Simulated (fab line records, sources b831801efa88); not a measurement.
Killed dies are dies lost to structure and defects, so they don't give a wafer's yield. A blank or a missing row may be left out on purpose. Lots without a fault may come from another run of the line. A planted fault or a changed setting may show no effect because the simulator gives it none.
A struck lot beside a sound one | flow sky130 | 15 steps out of a route of 708
Sound: wafers L602.2, L602.3, L602.4. Struck: wafers L604.1, L604.3, L604.6. The cause comes at the end.
At each step with rows: each side's tool, then ch and its chambers, then its first start. Under that, the readings that differ: sound wafers | struck wafers | difference of the means | sigmas: that difference in standard deviations of wafers without a fault.
alike: readings whose means differ by less than 2 such deviations, and words and numbers that are the same on both sides. not compared: withheld readings, readings that some wafer has no value for, bounds like >300 that may hide the same value, and numbers for which the record gives no deviation and whose values overlap.
The two part at a step that has a row with sigmas, a row that says differs or no value, or rows on one side only. Numbers that don't overlap but have no deviation are shown without sigmas and don't part them. A reading that every wafer of one side lacks parts them only if that side has two wafers or more.

SKY_LDD_HVP_TW_MEAS_10:
  sound on film_metro-01, day 24 17:46; struck on film_metro-03, day 25 03:45
  reading    | sound       | struck      | difference | sigmas
  LDD_HVP_TW | 464 463 464 | 452 452 450 | -12        | -2
then, 7 steps without rows for these wafers: SKY_LDD_LDN_DEHYDRATE_00 (time 60 s); SKY_LDD_LDN_HMDS_01 (prime time 60 s); SKY_LDD_LDN_COAT_02 (resist thk 1140 nm); SKY_LDD_LDN_SOFTBAKE_03 (time 60 s); SKY_LDD_LDN_EXPOSE_04 (exposes mask LDNTM, target cd 700 nm); SKY_LDD_LDN_PEB_05; SKY_LDD_LDN_DEVELOP_06 (develop time 60 s).
SKY_LDD_LDN_OVL_MEAS_07:
  sound on overlay-02, day 25 23:11; struck on overlay-02, day 26 09:16
  reading          | sound          | struck      | difference | sigmas
  LDD_LDN_OVL (nm) | -1.3 -2.0 -2.9 | 1.1 0.0 0.7 | +2.7       | +2
then, 3 steps without rows for these wafers: SKY_LDD_LDN_IMPLANT_08; SKY_LDD_LDN_IMPLANT_09; SKY_LDD_LDN_IMPLANT_10.
SKY_LDD_LDN_IMPLANT_11:
  sound on implanter-04 ch 0, day 25 23:42; struck on implanter-01 ch 0, day 26 09:45
  reading                   | sound                | struck               | difference | sigmas
  beam_energy_keV           | 15.005 15.010 15.003 | 16.144 16.138 16.140 | +1.135     | +99 or more
  model.implant.rp_nm (nm)  | 12.76 12.76 12.76    | 13.62 13.62 13.62    | +0.86      |
  model.implant.drp_nm (nm) | 5.933 5.933 5.933    | 6.233 6.233 6.233    | +0.300     |
  alike: beam_on_s
SKY_LDD_LDN_STRIP_12: strips in O2/N2.
  sound on plasma_asher-01 ch 0,1, day 25 23:49; struck on plasma_asher-01 ch 0,1, day 26 09:54
  alike: drypump_motor_current_A, oes_product_au, strip_time_to_endpoint_s
  not compared: rf_hours_counter_h
SKY_PAD_OPEN_PROBE_99:
  the record has rows for the sound wafers here (prober-01, day 48 00:38) and none for the struck ones

WHERE THEY PART
First at SKY_LDD_HVP_TW_MEAS_10; last, within this record, at SKY_PAD_OPEN_PROBE_99.

WHY: what the simulator had put in
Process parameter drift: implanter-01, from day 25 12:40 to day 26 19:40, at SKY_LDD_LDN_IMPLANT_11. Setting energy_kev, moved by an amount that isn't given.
